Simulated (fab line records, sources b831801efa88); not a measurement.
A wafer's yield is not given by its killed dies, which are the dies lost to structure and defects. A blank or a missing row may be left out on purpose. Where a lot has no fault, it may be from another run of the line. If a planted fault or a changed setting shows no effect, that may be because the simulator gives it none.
Chamber matching | flow sky130 | SKY_CONTACT_CMP_27 on cmp-01: 4 sister chambers
The step polishes, stops on SiO2, t overpolish 15 s, target thk 0 nm. 4 wafers are shown with their chamber, then 10 later ones without.

## WAFERS PAIRED WITH THEIR CHAMBERS
wafer  | chamber | motor_current_A (A)
L536.2 | 0       | 11.9
L538.5 | 1       | 10.6
L539.3 | 2       | 10.2
L539.4 | 3       | 11.6

## WAFERS MISSING THEIR CHAMBER
wafer  | motor_current_A (A)
L539.5 | 11.4
L545.1 | 12.5
L545.3 | 12.3
L545.5 | 12.4
L547.1 | 12.7
L547.4 | 10.6
L547.5 | 12.8
L551.2 | 12.0
L551.3 | 12.2
L551.5 | 12.2

## WHICH CHAMBER EACH WENT THROUGH
wafer  | from the rows above          | in truth
L539.5 | can't be placed: 3 or 0 or 1 | 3
L545.1 | can't be placed: 0 or 3      | 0
L545.3 | can't be placed: 0 or 3      | 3
L545.5 | can't be placed: 0 or 3      | 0
L547.1 | can't be placed: 0 or 3      | 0
L547.4 | can't be placed: 1 or 2      | 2
L547.5 | can't be placed: 0 or 3      | 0
L551.2 | can't be placed: 0 or 3      | 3
L551.3 | can't be placed: 0 or 3      | 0
L551.5 | can't be placed: 0 or 3      | 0
Placed correctly: 0 of 10. Not placeable from these rows: 10 (in 10, the candidates include the true chamber). 0 placed wrongly.
How it was worked out, from the rows above alone: a wafer's distance from a chamber is the root of the sum, over the readings, of the square of ((its reading less the chamber's mean) divided by the reading's scatter). The wafer belongs to the nearest chamber; if the next one is less than 2 further off, it can't be placed. The mean given for a chamber averages the wafers shown for that chamber. The scatter (one wafer shown for each chamber): square how far every hidden wafer sits from the nearest shown wafer, average those squares and take the square root.
